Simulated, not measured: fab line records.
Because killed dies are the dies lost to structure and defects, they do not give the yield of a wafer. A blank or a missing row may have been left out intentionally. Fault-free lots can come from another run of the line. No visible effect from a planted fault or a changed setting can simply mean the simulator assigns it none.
fab line records    flow sky130
record: lots: 5  wafers: 15  lastDay: 50
route steps=708 shown POLY_CUT@312 SD_P@320 RES_XHIGH@332 SD_N@342 PAD_OPEN@708
lots that met no fault: taken from a fault-free run of the same line
startH: start of the lot's first displayed wafer, in hours after the record's first day    waitH: hours since the lot's step before    " identical to the entry in the row above    L1.1+2: several wafers, shown together as one row    - no value, or no start given    * or withheld: withheld    < > ~ a bound
route shown NAME@n: names a module that has steps shown in the file, with the first one's number in the route    usual: average and standard deviation across the fault-free wafers    same: alike in all rows    chamber/n: place in a boat    sites: each site's reading    _std_site: how widely they spread, as a standard deviation    _edge_site: outer sites' mean less inner sites'    radiusMm: how far each site lies from the wafer's centre    mask NAME#n: copy n    behind: the last tool/chamber to shape the wafer    hold: cause of the lot's hold/its duration in hours/its outcome    device: transistor that didn't switch, given as n, p or np    end of line: tests of these same wafers at the route's end    a step with no rows: only its recipe    killed: not the wafer's yield, but the dies lost to structure and defects at the first sort    map: a wafer's dies, x killed, . not, _ none there
set.NAME: the setting as run; set.NAME@STEP: as run at that earlier step    model.NAME: the simulator's own value behind a step, which no gauge read
lots at some steps of the route; a table a step, a row a wafer
services: from which hour (startH, from the record's first day; less than 0 if before it) a tool's chamber was out of use, for how many hours, and why
== steps ==
step: SKY_POLY_CUT_EXPOSE_05
recipe: maskId: NPCM  na: 0.8  sourceShape: annular  sigmaInner: 0.55  sigmaOuter: 0.85  targetCdNm: 270  doseMj: 32
step: SKY_POLY_CUT_PEB_06
recipe: pebTempC: withheld  pebTimeS: withheld  resist: KrF-thick
step: SKY_POLY_CUT_DEVELOP_07
recipe: developTimeS: 60  resist: KrF-thick  devTempC: 21
step: SKY_POLY_CUT_CD_MEAS_08
recipe: targetCdNm: 270
usual: cdNm: 270.6/1.5
lot.wafer  tool      chamber  startH  waitH  cdNm
L559.1     cdSem-01  -        566.98  -      269.4
L559.2     "         -        "       "      269.2
L559.4     "         -        "       "      270.0
L561.2     cdSem-01  -        579.80  -      270.8
L561.5     "         -        "       "      270.5
L561.6     "         -        "       "      270.2
L564.2     cdSem-01  -        602.58  -      268.8
L564.3     "         -        "       "      268.1
L564.4     "         -        "       "      267.6
L575.1     cdSem-02  -        694.76  -      269.6
L575.4     "         -        "       "      270.0
L575.5     "         -        "       "      269.6
L582.1     cdSem-02  -        743.32  -      269.2
L582.3     "         -        "       "      269.7
L582.6     "         -        "       "      268.9
step: SKY_POLY_CUT_OVL_MEAS_09
usual: POLY_CUT_OVL: -3/6.2
lot.wafer  tool        chamber  startH  waitH  POLY_CUT_OVL[nm]
L559.1     overlay-01  -        567.10  0.1    2
L559.2     "           -        "       "      -5
L559.4     "           -        "       "      -3
L561.2     overlay-01  -        579.90  0.1    4
L561.5     "           -        "       "      -8
L561.6     "           -        "       "      -2
L564.2     overlay-02  -        602.69  0.1    -5
L564.3     "           -        "       "      4
L564.4     "           -        "       "      -7
L575.1     overlay-02  -        694.88  0.1    -8
L575.4     "           -        "       "      4
L575.5     "           -        "       "      -3
L582.1     overlay-01  -        743.44  0.1    -7
L582.3     "           -        "       "      -6
L582.6     "           -        "       "      -6
step: SKY_POLY_CUT_ETCH_10
recipe: chemistry: N2/H2  target: BARC  ionEnergyEv: 200  sourceW: 500  biasW: 100  pressureMtorr: 30  n2FlowSccm: 100  h2FlowSccm: 200  stopOn: SiO2  timeS: 45.9  targetDepthA: 600
usual: biasW: 99.9/0.3  chamberPressureMTorr: 29.998/0.028  drypumpMotorCurrentA: 5.9/0.57  oesProductAu: 0.855/0.0048  throttleValvePct: 13.223/0.0084
lot.wafer  tool        chamber  startH  waitH  biasW  chamberPressureMTorr  drypumpMotorCurrentA  oesProductAu  rfHoursCounterH  throttleValvePct
L559.1     rieDiel-03  3        567.13  0.0    100.3  30.013                6.5                   0.855         14               13.210
L559.2     "           1        "       "      100.1  30.012                4.9                   0.854         21               13.212
L559.4     "           0        "       "      99.9   29.976                6.7                   0.856         23               13.213
L561.2     rieDiel-03  0        579.93  0.0    100.4  29.994                6.7                   0.850         23               13.215
L561.5     "           0        "       "      100.0  30.000                6.7                   0.855         -                13.232
L561.6     "           3        "       "      100.4  29.953                6.5                   0.850         -                13.241
L564.2     rieDiel-01  0        602.72  0.0    99.9   30.028                5.5                   0.860         16               13.211
L564.3     "           2        "       "      100.2  29.996                6.7                   0.853         6                13.230
L564.4     "           1        "       "      100.0  30.015                5.5                   0.862         7                13.225
L575.1     rieDiel-03  0        694.91  0.0    100.3  29.985                6.7                   0.861         26               13.226
L575.4     "           1        "       "      99.3   30.037                5.0                   0.847         -                13.226
L575.5     "           2        "       "      100.0  30.001                6.1                   0.850         -                13.240
L582.1     rieDiel-03  2        743.47  0.0    99.7   30.018                6.1                   0.859         6                13.219
L582.3     "           3        "       "      100.2  29.956                6.4                   0.849         18               13.224
L582.6     "           2        "       "      100.0  30.022                6.1                   0.856         -                13.224
step: SKY_POLY_CUT_ETCH_11
recipe: target: Si3N4  chemistry: CF4/CH2F2/Ar  stopOn: poly-Si  sourceW: 600  biasW: 150  pressureMtorr: 40  cf4FlowSccm: 40  ch2f2FlowSccm: 20  Ar_flow_sccm: 150  timeS: 42.5  targetDepthA: 600
usual: biasW: 150.0/0.49  chamberPressureMTorr: 40.00/0.034  drypumpMotorCurrentA: 5.9/0.58  oesProductAu: 0.829/0.0067  throttleValvePct: 14.994/0.0089
lot.wafer  tool        chamber  startH  waitH  biasW  chamberPressureMTorr  drypumpMotorCurrentA  oesProductAu  rfHoursCounterH  throttleValvePct
L559.1     rieDiel-03  3        567.17  0.0    149.8  40.04                 6.5                   0.834         14               14.984
L559.2     "           1        "       "      149.4  39.96                 4.9                   0.835         21               15.009
L559.4     "           0        "       "      149.9  40.04                 6.7                   0.848         23               14.999
L561.2     rieDiel-03  0        579.97  0.0    150.4  39.96                 6.6                   0.824         23               14.986
L561.5     "           0        "       "      150.7  40.00                 6.6                   0.815         -                15.000
L561.6     "           3        "       "      150.9  39.99                 6.5                   0.827         -                14.991
L564.2     rieDiel-01  0        602.76  0.0    149.3  40.07                 5.5                   0.839         16               14.993
L564.3     "           2        "       "      150.6  40.04                 6.8                   0.834         6                14.996
L564.4     "           1        "       "      149.8  39.99                 5.5                   0.833         7                14.986
L575.1     rieDiel-03  0        694.96  0.0    150.2  40.06                 6.7                   0.834         26               14.991
L575.4     "           1        "       "      150.5  39.95                 5.0                   0.833         -                15.011
L575.5     "           2        "       "      150.4  39.96                 6.1                   0.828         -                14.998
L582.1     rieDiel-03  2        743.51  0.0    150.1  39.98                 6.1                   0.828         6                14.986
L582.3     "           3        "       "      150.5  39.98                 6.4                   0.831         18               14.995
L582.6     "           2        "       "      150.2  39.99                 6.1                   0.835         -                15.000
step: SKY_POLY_CUT_STRIP_12
recipe: chemistry: O2/N2  powerW: 1400  pressureMtorr: 1500  platenTempC: withheld  o2FlowSccm: 3000  n2FlowSccm: 300  overashFraction: 0.5
usual: chamberPressureMTorr: 1499.9/1.2  drypumpMotorCurrentA: 5.4/0.41  oesProductAu: 0.452/0.0047  stripTimeToEndpointS: 5.354/0.017
lot.wafer  tool            chamber  startH  waitH  chamberPressureMTorr  drypumpMotorCurrentA  oesProductAu  rfHoursCounterH  stripTimeToEndpointS
L559.1     plasmaAsher-03  1        567.21  0.0    1499.0                5.3                   0.456         88               5.325
L559.2     "               0        "       "      1502.0                6.1                   0.452         88               5.356
L559.4     "               1        "       "      1499.5                5.4                   0.457         -                5.352
L561.2     plasmaAsher-02  0        580.01  0.0    1501.3                5.0                   0.453         78               5.322
L561.5     "               0        "       "      1500.6                4.9                   0.463         -                5.367
L561.6     "               1        "       "      1500.8                5.7                   0.454         -                5.347
L564.2     plasmaAsher-03  1        602.80  0.0    1499.3                5.3                   0.441         91               5.352
L564.3     "               1        "       "      1498.9                5.3                   0.451         -                5.364
L564.4     "               0        "       "      1498.7                6.1                   0.444         -                5.357
L575.1     plasmaAsher-03  0        695.00  0.0    1500.4                6.1                   0.452         101              5.356
L575.4     "               1        "       "      1498.2                5.4                   0.447         -                5.361
L575.5     "               1        "       "      1500.6                5.3                   0.451         -                5.336
L582.1     plasmaAsher-03  0        743.55  0.0    1500.1                6.1                   0.448         0                5.383
L582.3     "               1        "       "      1500.0                5.3                   0.445         -                5.359
L582.6     "               1        "       "      1499.4                5.3                   0.452         -                5.378
step: SKY_SD_P_DEHYDRATE_00
recipe: tempC: 200  timeS: 60
step: SKY_SD_P_HMDS_01
recipe: primeTimeS: 60  primeTempC: 120
step: SKY_SD_P_COAT_02
recipe: resist: NOVOLAK  spinRpm: 3000  resistThkNm: 1140
step: SKY_SD_P_SOFTBAKE_03
recipe: tempC: 90  timeS: 60  resist: NOVOLAK
step: SKY_SD_P_EXPOSE_04
recipe: maskId: PSDM  na: 0.6  sourceShape: conventional  sigmaOuter: 0.6  polarization: unpolarized  targetCdNm: 380  doseMj: 138
usual: focusOffsetNm: 0.1/0.57  reticleTempC: 23.01/0.097
lot.wafer  tool             chamber  startH  waitH  mask    focusOffsetNm  reticleTempC
L559.1     ilineStepper-02  0        582.64  -      PSDM#0  0.9            22.87
L559.2     "                0        "       "      PSDM#0  -0.1           23.00
L559.4     "                0        "       "      PSDM#0  0.7            22.95
L561.2     ilineStepper-01  0        595.21  -      PSDM#0  0.6            23.11
L561.5     "                0        "       "      PSDM#0  0.2            23.09
L561.6     "                0        "       "      PSDM#0  0.2            22.93
L564.2     ilineStepper-01  0        617.38  -      PSDM#0  -0.5           22.89
L564.3     "                0        "       "      PSDM#0  -0.8           23.07
L564.4     "                0        "       "      PSDM#0  -0.4           23.07
L575.1     ilineStepper-02  0        709.01  -      URPM#0  -0.2           23.06
L575.4     "                0        "       "      URPM#0  0.3            23.15
L575.5     "                0        "       "      URPM#0  0.0            22.95
L582.1     ilineStepper-01  0        757.21  -      PSDM#0  1.2            22.97
L582.3     "                0        "       "      PSDM#0  0.6            22.89
L582.6     "                0        "       "      PSDM#0  0.7            22.92
step: SKY_SD_P_PEB_05
recipe: tempC: withheld  timeS: *  resist: NOVOLAK
step: SKY_SD_P_DEVELOP_06
recipe: resist: NOVOLAK  developer: TMAH  developTimeS: 60  devTempC: 23
step: SKY_SD_P_CD_MEAS_07
recipe: targetCdNm: 380
usual: cdNm: 380.3/2.7
lot.wafer  tool      chamber  startH  waitH  cdNm
L559.1     cdSem-02  -        596.98  0.1    384.7
L559.2     "         -        "       "      386.7
L559.4     "         -        "       "      386.6
L561.2     cdSem-02  -        609.39  0.1    379.6
L561.5     "         -        "       "      381.3
L561.6     "         -        "       "      381.2
L564.2     cdSem-01  -        631.73  0.1    379.8
L564.3     "         -        "       "      381.1
L564.4     "         -        "       "      379.7
L575.1     cdSem-02  -        722.53  0.1    -
L575.4     "         -        "       "      -
L575.5     "         -        "       "      -
L582.1     cdSem-02  -        770.17  0.1    373.7
L582.3     "         -        "       "      375.2
L582.6     "         -        "       "      373.8
step: SKY_SD_P_OVL_MEAS_08
usual: SD_P_OVL: 0.7/1.1
lot.wafer  tool        chamber  startH  waitH  SD_P_OVL[nm]
L559.1     overlay-01  -        597.10  0.1    0.2
L559.2     "           -        "       "      1.3
L559.4     "           -        "       "      1.7
L561.2     overlay-01  -        609.49  0.1    0.9
L561.5     "           -        "       "      0.6
L561.6     "           -        "       "      1.1
L564.2     overlay-01  -        631.84  0.1    1.1
L564.3     "           -        "       "      2.0
L564.4     "           -        "       "      0.8
L575.1     overlay-01  -        722.65  0.1    -
L575.4     "           -        "       "      -
L575.5     "           -        "       "      -
L582.1     overlay-02  -        770.29  0.1    0.7
L582.3     "           -        "       "      0.9
L582.6     "           -        "       "      0.6
step: SKY_SD_P_IMPLANT_09
recipe: species: BF2  energyKev: 20  doseCm2: 3e+15  tiltDeg: 0
step: SKY_SD_P_STRIP_10
recipe: chemistry: O2/N2  powerW: 1400  pressureMtorr: 1500  platenTempC: withheld  o2FlowSccm: 3000  n2FlowSccm: 300  overashFraction: 0.5
usual: chamberPressureMTorr: 1500.0/1.5  drypumpMotorCurrentA: 5.4/0.36  oesProductAu: 0.617/0.0045  stripTimeToEndpointS: 17.50/0.041
lot.wafer  tool            chamber  startH  waitH  chamberPressureMTorr  drypumpMotorCurrentA  oesProductAu  rfHoursCounterH  stripTimeToEndpointS
L559.1     plasmaAsher-02  0        597.28  0.1    1501.5                4.9                   0.614         80               17.53
L559.2     "               1        "       "      1499.3                5.6                   0.620         80               17.55
L559.4     "               1        "       "      1497.7                5.6                   0.618         -                17.56
L561.2     plasmaAsher-03  1        609.67  0.1    1500.2                5.3                   0.625         92               17.51
L561.5     "               0        "       "      1500.7                6.1                   0.613         -                17.53
L561.6     "               1        "       "      1498.7                5.3                   0.621         -                17.50
L564.2     plasmaAsher-02  1        632.02  0.1    1499.5                5.7                   0.621         83               17.43
L564.3     "               1        "       "      1499.2                5.7                   0.622         -                17.48
L564.4     "               0        "       "      1499.6                4.9                   0.614         -                17.46
L575.1     plasmaAsher-02  1        722.83  0.1    1501.0                5.7                   0.626         92               17.53
L575.4     "               1        "       "      1499.1                5.7                   0.620         -                17.52
L575.5     "               1        "       "      1498.3                5.7                   0.608         -                17.51
L582.1     plasmaAsher-04  0        770.47  0.1    1499.9                5.1                   0.620         59               17.53
L582.3     "               1        "       "      1500.2                5.4                   0.609         -                17.52
L582.6     "               1        "       "      1500.3                5.4                   0.614         -                17.51
step: SKY_SD_P_TW_MEAS_11
usual: SD_P_TW: 2825/16
lot.wafer  tool          chamber  startH  waitH  SD_P_TW
L559.1     filmMetro-03  -        597.38  0.1    2818
L559.2     "             -        "       "      2810
L559.4     "             -        "       "      2798
L561.2     filmMetro-03  -        609.78  0.1    2844
L561.5     "             -        "       "      2843
L561.6     "             -        "       "      2831
L564.2     filmMetro-02  -        632.13  0.1    2820
L564.3     "             -        "       "      2839
L564.4     "             -        "       "      2825
L575.1     filmMetro-03  -        722.93  0.1    30
L575.4     "             -        "       "      30
L575.5     "             -        "       "      30
L582.1     filmMetro-02  -        770.57  0.1    2848
L582.3     "             -        "       "      2825
L582.6     "             -        "       "      2845
step: SKY_RES_XHIGH_DEHYDRATE_00
recipe: tempC: 200  timeS: 60
step: SKY_RES_XHIGH_HMDS_01
recipe: primeTimeS: 60  primeTempC: 120
step: SKY_RES_XHIGH_COAT_02
recipe: resist: NOVOLAK  spinRpm: 3000  resistThkNm: 1140
step: SKY_RES_XHIGH_SOFTBAKE_03
recipe: tempC: 90  timeS: 60  resist: NOVOLAK
step: SKY_RES_XHIGH_EXPOSE_04
recipe: maskId: URPM  na: 0.6  sourceShape: conventional  sigmaOuter: 0.6  polarization: unpolarized  targetCdNm: 1270  doseMj: 140
step: SKY_RES_XHIGH_PEB_05
recipe: tempC: withheld  timeS: *  resist: NOVOLAK
step: SKY_RES_XHIGH_DEVELOP_06
recipe: resist: NOVOLAK  developer: TMAH  developTimeS: 60  devTempC: 23
step: SKY_RES_XHIGH_IMPLANT_07
recipe: species: BF2  energyKev: 20  doseCm2: 3.6e+14  tiltDeg: 0
step: SKY_RES_XHIGH_STRIP_08
recipe: chemistry: O2/N2  powerW: 1400  pressureMtorr: 1500  platenTempC: withheld  o2FlowSccm: 3000  n2FlowSccm: 300  overashFraction: 0.5
usual: chamberPressureMTorr: 1499.9/1.3  drypumpMotorCurrentA: 5.3/0.34  oesProductAu: 0.712/0.0043  stripTimeToEndpointS: 14.27/0.035
lot.wafer  tool            chamber  startH  waitH  chamberPressureMTorr  drypumpMotorCurrentA  oesProductAu  rfHoursCounterH  stripTimeToEndpointS
L559.1     plasmaAsher-03  0        626.51  0.1    1498.8                6.1                   0.708         94               14.29
L559.2     "               1        "       "      1500.1                5.3                   0.717         94               14.24
L559.4     "               0        "       "      1500.3                6.1                   0.711         -                14.24
L561.2     plasmaAsher-01  1        638.11  0.1    1500.5                5.1                   0.717         21               14.29
L561.5     "               0        "       "      1500.3                5.1                   0.711         -                14.24
L561.6     "               1        "       "      1498.2                5.0                   0.711         -                14.26
L564.2     plasmaAsher-04  1        660.76  0.1    1499.7                5.3                   0.707         48               14.30
L564.3     "               1        "       "      1499.0                5.4                   0.707         -                14.26
L564.4     "               0        "       "      1500.1                5.1                   0.710         -                14.25
L575.1     plasmaAsher-03  0        750.46  0.1    1500.9                6.1                   0.712         1                14.28
L575.4     "               1        "       "      1498.3                5.3                   0.721         -                14.24
L575.5     "               1        "       "      1501.6                5.3                   0.714         -                14.28
L582.1     plasmaAsher-03  0        796.91  0.1    1500.2                6.1                   0.706         5                14.24
L582.3     "               0        "       "      1499.4                6.1                   0.708         -                14.25
L582.6     "               1        "       "      1500.2                5.3                   0.712         -                14.24
step: SKY_RES_XHIGH_TW_MEAS_09
usual: RES_XHIGH_TW: 1640/10
lot.wafer  tool          chamber  startH  waitH  RES_XHIGH_TW
L559.1     filmMetro-03  -        626.61  0.1    1631
L559.2     "             -        "       "      1629
L559.4     "             -        "       "      1625
L561.2     filmMetro-03  -        638.22  0.1    1628
L561.5     "             -        "       "      1626
L561.6     "             -        "       "      1621
L564.2     filmMetro-02  -        660.87  0.1    1649
L564.3     "             -        "       "      1642
L564.4     "             -        "       "      1644
L575.1     filmMetro-04  -        750.56  0.1    2880
L575.4     "             -        "       "      2901
L575.5     "             -        "       "      2884
L582.1     filmMetro-04  -        797.01  0.1    1633
L582.3     "             -        "       "      1632
L582.6     "             -        "       "      1635
step: SKY_SD_N_DEHYDRATE_00
recipe: tempC: 200  timeS: 60
step: SKY_PAD_OPEN_PROBE_99
usual: killed_at_M0_to_M3: 44/7.3  killed_at_M4_up: 3.0/1.9  killedAtContacts: 24/5  killedAtFrontEnd: 16/4.5  killedAtOther: 0.3/0.46  killedDies: 87/10  killedOnRim: 17/3.5  killedOpen: 47/8.3  killedShort: 39/6.4
same: grossDies: 492  killedAtBackSide: 0
lot.wafer  tool       chamber  startH   waitH  killed_at_M0_to_M3  killed_at_M4_up  killedAtContacts  killedAtFrontEnd  killedAtOther  killedDies  killedOnRim  killedOpen  killedShort
L559.1     prober-01  -        1081.29  0.1    33                  1                22                25                0              81          14           37          44
L559.2     prober-01  -        1081.34  0.1    52                  5                18                18                1              94          18           55          39
L559.4     prober-01  -        1081.44  0.2    39                  1                30                15                0              85          17           47          38
L564.2     prober-02  -        1105.28  0.1    52                  1                27                19                0              99          14           59          40
L564.3     prober-02  -        1105.33  0.2    46                  0                30                10                0              86          21           49          37
L564.4     prober-02  -        1105.38  0.2    41                  4                25                8                 2              80          12           48          32
L575.1     prober-01  -        1166.23  0.1    49                  4                23                415               1              492         96           42          49
L575.4     prober-01  -        1166.38  0.2    47                  0                19                426               0              492         96           40          46
L575.5     prober-01  -        1166.43  0.2    41                  3                32                416               0              492         96           48          40
killed by level:class
L559.1 FIELD_ISO:geometricParticle:short=7 POLY_GATE:geometricParticle:short=7 LI_CONTACT:geometricParticle:open=7 POLY_GATE:geometricParticle:open=5 CONTACT:geometricParticle:short=5 CONTACT:geometricParticle:open=5 VIA1:geometricParticle:short=5 VIA3:geometricParticle:open=5
L559.2 VIA1:geometricParticle:open=10 CONTACT:geometricParticle:open=8 VIA2:geometricParticle:open=8 VIA3:geometricParticle:open=7 VIA2:geometricParticle:short=6 FIELD_ISO:geometricParticle:open=5 FIELD_ISO:geometricParticle:short=5 LI_CONTACT:geometricParticle:open=4
L559.4 CONTACT:geometricParticle:open=14 LI_CONTACT:geometricParticle:open=8 VIA1:geometricParticle:open=8 CONTACT:geometricParticle:short=7 FIELD_ISO:geometricParticle:open=6 VIA1:geometricParticle:short=6 METAL2:geometricParticle:short=6 VIA3:geometricParticle:short=6
L564.2 VIA1:geometricParticle:open=14 VIA3:geometricParticle:open=12 CONTACT:geometricParticle:open=9 LI_CONTACT:geometricParticle:open=9 FIELD_ISO:geometricParticle:short=6 POLY_GATE:geometricParticle:short=6 METAL1:geometricParticle:short=6 VIA2:geometricParticle:short=6
L564.3 VIA3:geometricParticle:open=11 CONTACT:geometricParticle:short=10 LI_CONTACT:geometricParticle:open=9 VIA1:geometricParticle:open=9 METAL2:geometricParticle:short=7 VIA2:geometricParticle:open=6 CONTACT:geometricParticle:open=6 METAL1:geometricParticle:short=4
L564.4 VIA1:geometricParticle:open=9 VIA2:geometricParticle:open=9 CONTACT:geometricParticle:open=9 LI_CONTACT:geometricParticle:open=8 VIA3:geometricParticle:open=6 CONTACT:geometricParticle:short=5 METAL1:geometricParticle:short=5 METAL2:geometricParticle:short=5
L575.1 SD_P:areaExpose=401 METAL1:geometricParticle:short=12 VIA1:geometricParticle:open=8 LI_CONTACT:geometricParticle:open=6 VIA3:geometricParticle:open=6 POLY_GATE:geometricParticle:short=5 LOCAL_INTERCONNECT:geometricParticle:short=5 METAL2:geometricParticle:short=5
L575.4 SD_P:areaExpose=406 VIA3:geometricParticle:open=9 LI_CONTACT:geometricParticle:open=8 VIA1:geometricParticle:open=7 METAL1:geometricParticle:short=7 POLY_GATE:geometricParticle:short=6 VIA1:geometricParticle:short=6 FIELD_ISO:geometricParticle:short=5
L575.5 SD_P:areaExpose=404 CONTACT:geometricParticle:open=12 LOCAL_INTERCONNECT:geometricParticle:short=10 VIA1:geometricParticle:open=7 POLY_GATE:geometricParticle:open=6 VIA2:geometricParticle:open=6 METAL1:geometricParticle:short=5 VIA3:geometricParticle:open=5
map L575.1 (x killed, . not)
__________xxxxxxxxxx_________
________xxxxxxxxxxxxxx_______
______xxxxxxxxxxxxxxxxxx_____
_____xxxxxxxxxxxxxxxxxxxx____
____xxxxxxxxxxxxxxxxxxxxxx___
___xxxxxxxxxxxxxxxxxxxxxxxx__
__xxxxxxxxxxxxxxxxxxxxxxxxxx_
_xxxxxxxxxxxxxxxxxxxxxxxxxxxx
_xxxxxxxxxxxxxxxxxxxxxxxxxxxx
_xxxxxxxxxxxxxxxxxxxxxxxxxxxx
_xxxxxxxxxxxxxxxxxxxxxxxxxxxx
_xxxxxxxxxxxxxxxxxxxxxxxxxxxx
_xxxxxxxxxxxxxxxxxxxxxxxxxxxx
_xxxxxxxxxxxxxxxxxxxxxxxxxxxx
_xxxxxxxxxxxxxxxxxxxxxxxxxxxx
__xxxxxxxxxxxxxxxxxxxxxxxxxx_
___xxxxxxxxxxxxxxxxxxxxxxxx__
____xxxxxxxxxxxxxxxxxxxxxx___
_____xxxxxxxxxxxxxxxxxxxx____
______xxxxxxxxxxxxxxxxxx_____
________xxxxxxxxxxxxxx_______
__________xxxxxxxxxx_________
map L559.2 (x killed, . not)
__________...x..x..._________
________......x......._______
______.x...x.......x...._____
_____..x...x.....xx.....x____
____x.....................___
___........x...x..x........__
__.....xx.....xx............_
_.x........x....x..x....x....
_........x......x.......xx..x
_......x..................x.x
_............xxxx....x....x..
_.......x....x...............
_x.xx.....x...x..x...x.......
_xx.x.x...xx..x......x..x....
_.......x....x.x...x..x....x.
__x..x.......xx.x........x.._
___...xx.xxx........x..x...__
____..x........x..x.......___
_____.x.....x...xx....xx.____
______..xxx....x........_____
________x.x.xx...x...._______
__________...x......_________
== services ==
tool             chamber  startH  hours  kind
ilineStepper-01  -        580.70  2.1    pm
rieDiel-03       -        583.65  1.5    repair
rieDiel-03       2        585.45  5.3    repair
rieDiel-03       1        609.32  21.4   repair
rieDiel-01       1        613.30  73.2   repair
rieDiel-01       3        653.85  10.1   repair
plasmaAsher-02   -        661.57  6.3    repair
ilineStepper-02  -        667.04  5.3    repair
ilineStepper-02  -        674.89  1.7    pm
rieDiel-03       3        687.53  19.6   repair
rieDiel-01       0        693.57  5.1    repair
plasmaAsher-03   -        712.16  11.0   repair
ilineStepper-01  -        714.66  1.7    pm
plasmaAsher-03   -        721.15  3.4    repair
rieDiel-03       3        722.46  1.3    repair
plasmaAsher-01   -        726.36  4.0    pm
ilineStepper-01  -        730.97  7.9    repair
plasmaAsher-03   -        733.75  9.0    pm
plasmaAsher-03   0        733.75  9.0    ventCycle
plasmaAsher-03   1        733.75  9.0    ventCycle
rieDiel-01       2        737.54  132.0  repair
plasmaAsher-03   0        742.75  -      clean
plasmaAsher-03   1        742.75  -      clean
ilineStepper-01  -        786.59  8.9    repair
== key ==
firstSign: step: SKY_SD_P_EXPOSE_04  reading: mask  direction: changed
effect: step: SKY_SD_P_CD_MEAS_07  reading: cdNm  direction: missing
effect: step: SKY_SD_P_OVL_MEAS_08  reading: SD_P_OVL  direction: missing
effect: step: SKY_SD_P_TW_MEAS_11  reading: SD_P_TW  direction: down  sigmas: 99+  usual: 2825  struck: 30
effect: step: SKY_RES_XHIGH_TW_MEAS_09  reading: RES_XHIGH_TW  direction: up  sigmas: 99+  usual: 1640  struck: 2888
effect: step: SKY_PAD_OPEN_PROBE_99  reading: killedAtFrontEnd  direction: up  sigmas: 89  usual: 16  struck: 419
moreKillsBornAt: SKY_SD_P_EXPOSE_04@ilineStepper-02: 1211
metAt SKY_SD_P_EXPOSE_04
struckWafers L575.1,L575.4,L575.5
testerLeftOut L575
onsetBetween 582.64 709.01
fault: kind: wrongMask  tool: any  chamber: -  onsetH: 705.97  steps: SKY_SD_P_EXPOSE_04  auxCopy: URPM#0  scope: struckLotsOnly
testerLeftOut: of these lots the tester's yield and bins aren't shown, on N5 and GAA mostly nor the transistor test; their killed dies are dies lost to structure and defects alone, not to doping, threshold or leakage, so they don't give the yield
